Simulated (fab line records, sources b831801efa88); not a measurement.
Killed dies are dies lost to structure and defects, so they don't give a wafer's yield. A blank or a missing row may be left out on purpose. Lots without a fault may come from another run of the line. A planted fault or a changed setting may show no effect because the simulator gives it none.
A struck lot beside a sound one | flow sky130 | 15 steps out of a route of 708
Sound: wafers L574.1, L574.3, L574.4. Struck: wafers L579.2, L579.4, L579.5. The cause comes at the end.
At each step with rows: each side's tool, then ch and its chambers, then its first start. Under that, the readings that differ: sound wafers | struck wafers | difference of the means | sigmas: that difference in standard deviations of wafers without a fault.
alike: readings whose means differ by less than 2 such deviations, and words and numbers that are the same on both sides. not compared: withheld readings, readings that some wafer has no value for, bounds like >300 that may hide the same value, and numbers for which the record gives no deviation and whose values overlap.
The two part at a step that has a row with sigmas, a row that says differs or no value, or rows on one side only. Numbers that don't overlap but have no deviation are shown without sigmas and don't part them. A reading that every wafer of one side lacks parts them only if that side has two wafers or more.

first, 2 steps without rows for these wafers: SKY_VT_ADJUST_PCH_PEB_05; SKY_VT_ADJUST_PCH_DEVELOP_06 (develop time 60 s).
SKY_VT_ADJUST_PCH_OVL_MEAS_07:
  sound on overlay-01, day 11 18:44; struck on overlay-01, day 13 16:03
  alike: VT_ADJUST_PCH_OVL
then, 1 step without rows for these wafers: SKY_VT_ADJUST_PCH_IMPLANT_08.
SKY_VT_ADJUST_PCH_STRIP_09: strips in O2/N2.
  sound on plasma_asher-01 ch 0,1, day 11 18:55; struck on plasma_asher-02 ch 0,1, day 13 16:14
  alike: drypump_motor_current_A, n2_flow_sccm, oes_product_au, strip_time_to_endpoint_s
  not compared: rf_hours_counter_h
SKY_VT_ADJUST_PCH_TW_MEAS_10:
  sound on film_metro-03, day 11 19:01; struck on film_metro-03, day 13 16:20
  alike: VT_ADJUST_PCH_TW
then, 6 steps without rows for these wafers: SKY_SONOS_TUNNEL_DEHYDRATE_00 (time 60 s); SKY_SONOS_TUNNEL_HMDS_01 (prime time 60 s); SKY_SONOS_TUNNEL_COAT_02 (resist thk 1140 nm); SKY_SONOS_TUNNEL_SOFTBAKE_03 (time 60 s); SKY_SONOS_TUNNEL_EXPOSE_04 (exposes mask TUNM, target cd 410 nm); SKY_SONOS_TUNNEL_PEB_05.
SKY_SONOS_TUNNEL_DEVELOP_06: develop time 58.11 s.
  sound on litho_track-03 ch 0, day 12 19:19; struck on litho_track-03 ch 0, day 14 18:29
  reading                       | sound             | struck            | difference | sigmas
  developer_temp_C (C)          | 22.93 23.03 22.95 | 20.61 20.63 20.74 | -2.31      | -23
  model.SONOS_TUNNEL.cd_nm (nm) | 413.2 412.1 413.8 | 414.8 414.3 414   | +1.3       |
  alike: resist_line_temp_C
SKY_SONOS_TUNNEL_CD_MEAS_07: target cd 410 nm.
  sound on cd_sem-01, day 12 19:28; struck on cd_sem-01, day 14 18:38
  alike: cd_nm
then, 1 step without rows for these wafers: SKY_PAD_OPEN_PROBE_99.

WHERE THEY PART
Only at SKY_SONOS_TUNNEL_DEVELOP_06, within this record. Later steps at which nothing parts them and some readings are alike: SKY_SONOS_TUNNEL_CD_MEAS_07.

WHY: what the simulator had put in
Process parameter drift: litho_track-03, from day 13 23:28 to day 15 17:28, at SKY_SONOS_TUNNEL_DEVELOP_06. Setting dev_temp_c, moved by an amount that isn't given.
